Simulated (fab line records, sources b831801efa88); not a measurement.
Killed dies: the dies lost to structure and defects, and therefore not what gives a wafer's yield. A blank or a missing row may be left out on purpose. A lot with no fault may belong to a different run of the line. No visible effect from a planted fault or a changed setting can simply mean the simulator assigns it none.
Code-filled problem report in 8D (eight disciplines) form :: flow gf180mcu :: the parts of the form that need people (team, actions taken, sign-off) are left out

## 1. PROBLEM STATEMENT
V1_CVD_02_THK at GF_V1_THK_MEAS_03 reads a mean of 1140 nm on 6 wafers of 3 lots; wafers without a fault read 849 nm with a standard deviation of 10. That puts it +29 standard deviations away from the usual mean.
Seen first at day 22 17:26 on filmMetro-04, wafer L821.1. The record holds 33 wafers of 11 lots with a number at this step. Rule for "out", or "out of limits": more than 4 standard deviations from the usual mean. The other wafers with a number count as sound.

## 2. WHAT THIS IS AND IS NOT
question: which readings at this step
is: V1_CVD_02_THK
is not: -

question: which lots
is: L821, L823, L824
is not: L808, L809, L811, L812, L822, L826, L827, L828

question: which wafers of those lots
is: L821.1, L821.6, L823.3, L823.6, L824.3, L824.6
is not: L821.5, L823.4, L824.2

question: read on which gauges
is: filmMetro-01, filmMetro-04
is not: filmMetro-02

question: when
is: from day 22 17:26
is not: up to then (13 sound wafers); but 14 sound wafers of L822, L823, L824, L826, L827, L828 came after

## 3. THE SUSPECTS, EACH WITH WHAT RULES IT OUT
Counting: any tool at a process step up to the reading remains a suspect provided it ran every lot that is out. Sound lots after the first of them don't rule it out here, since some wafers of a struck lot are sound.
- ruled out: the gauge at GF_V1_THK_MEAS_03. 2 gauges (filmMetro-01, filmMetro-04) read the wafers that are out.
- pecvd-04 at GF_V1_CVD_02 (deposits SiO2 from TEOS, target thk 850 nm, time 94.851 s): kept. It ran every lot that is out, first L821 (day 22 17:22); its last sound lot up to then is L811 (day 19 07:53).
Remaining after the count: pecvd-04 at GF_V1_CVD_02.

## 4. THE CAUSE (what the simulator had put in)
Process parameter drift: pecvd-04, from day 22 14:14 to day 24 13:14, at GF_V1_CVD_02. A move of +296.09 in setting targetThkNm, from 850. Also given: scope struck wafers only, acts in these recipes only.
The count eliminated every tool but this one.

## 5. THE CHAIN OF EFFECTS, in route order
Each row: a reading whose mean over the struck wafers that have a number lies more than 3 standard deviations from the usual. Only readings whose record carries a usual standard deviation are examined. hours: median over the lots of the time between each lot's start at the first step of this table that gives one and its start at this step. sigmas: the change, counted in usual standard deviations.
hours: 0
step: GF_V1_THK_MEAS_03
reading: V1_CVD_02_THK
usual: 849 nm
on struck wafers: 1140
change: +291
sigmas: +29

hours: 0
step: GF_V1_CMP_04
reading: timeToEndpointS
usual: 78 s
on struck wafers: 186
change: +108
sigmas: +19
Here are the process steps it includes:
- GF_V1_CMP_04: polishes SiO2.

## 6. HOW IT WOULD HAVE BEEN CAUGHT EARLIER
3 hours passed between the start of the fault at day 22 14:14 and the first reading out of limits at a measuring or inspecting step in this record, taken at day 22 17:26.
Of the tool readings at GF_V1_CVD_02 for which the record gives a usual standard deviation, none was out on any struck wafer, so an alarm limit of 4 standard deviations on them would not have fired.
L823, L824, from the lots that are out (3), started GF_V1_CVD_02 on pecvd-04 later than day 22 17:26. A hold on the tool at that time would have spared those 2.
